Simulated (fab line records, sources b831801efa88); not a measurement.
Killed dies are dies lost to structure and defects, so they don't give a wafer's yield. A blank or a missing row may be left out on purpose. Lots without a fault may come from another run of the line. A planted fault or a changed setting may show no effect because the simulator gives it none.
Problem report in the 8D (eight disciplines) form, filled by code | flow sky130 | the parts of the form that need people (team, actions taken, sign-off) are left out

1. THE PROBLEM
killed_at_M4_up at SKY_PAD_OPEN_PROBE_99 reads a mean of 44.5 on 6 wafers of 2 lots; wafers without a fault read 3.4 with a standard deviation of 1.8. That is +23 standard deviations from the usual mean.
First seen on wafer L972.4, day 50 06:28, on prober-02. The record holds 6 wafers of 2 lots with a number at this step. Rule for "out", or "out of limits": more than 4 standard deviations from the usual mean. The other wafers with a number count as sound.

2. WHAT IT IS AND WHAT IT IS NOT
question                    | is                     | is not
which readings at this step | killed_at_M4_up        | killed_at_M0_to_M3, killed_at_contacts, killed_at_front_end, killed_open, killed_short
which lots                  | L972, L973             | -
which wafers of those lots  | all that have a number | -
read on which tools         | prober-01, prober-02   | -
when                        | from day 50 06:28      | up to then (0 sound wafers)

3. SUSPECTS, AND WHAT RULES EACH OUT
Counting: a tool at a process step up to the reading stays a suspect if it ran every lot that is out and no sound lot after the first of them.
- wet_bench-02 at SKY_METAL4_CLEAN_22 (cleans in O3/DIW): kept. It ran every lot that is out, first L972 (day 46 23:11), and no sound lot after that.
- pvd_sputter-03 at SKY_METAL5_SPUTTER_01 (material TiN, target thk 20 nm, time 16.7 s): kept. It ran every lot that is out, first L972 (day 47 20:55), and no sound lot after that.
Left after counting: wet_bench-02 at SKY_METAL4_CLEAN_22, pvd_sputter-03 at SKY_METAL5_SPUTTER_01.

4. THE CAUSE (what the simulator had put in)
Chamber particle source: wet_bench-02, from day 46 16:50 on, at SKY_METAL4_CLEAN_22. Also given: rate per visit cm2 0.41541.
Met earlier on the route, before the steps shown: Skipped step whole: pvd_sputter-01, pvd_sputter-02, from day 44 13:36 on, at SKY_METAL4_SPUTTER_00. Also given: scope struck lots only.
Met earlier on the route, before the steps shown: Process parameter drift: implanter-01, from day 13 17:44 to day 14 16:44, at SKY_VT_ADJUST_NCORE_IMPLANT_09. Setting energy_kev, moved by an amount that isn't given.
Counting left 2 suspects, and this tool is among them.

5. THE CHAIN OF EFFECTS, in route order
Each row: a reading whose mean over the struck wafers that have a number lies more than 3 standard deviations from the usual. Only readings for which the record gives a usual standard deviation are gone through. hours: the time from each lot's start at the first step in this table that gives one to its start at this step, as a median over the lots. sigmas: the change in usual standard deviations.
hours | step                  | reading         | usual | on struck wafers | change | sigmas
0     | SKY_PAD_OPEN_PROBE_99 | killed_at_M4_up | 3.4   | 44.5             | +41.1  | +23
0     | SKY_PAD_OPEN_PROBE_99 | killed_dies     | 86    | 124              | +38    | +3.5
The process steps in it:
- SKY_PAD_OPEN_PROBE_99

6. WHAT WOULD HAVE CAUGHT IT SOONER
In this record the first reading out of limits was taken at day 50 06:28, 86 hours after the fault began at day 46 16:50.
All the lots that are out (2) had begun SKY_METAL4_CLEAN_22 on wet_bench-02 by day 50 06:28. A hold on the tool at that time would have spared none of them.
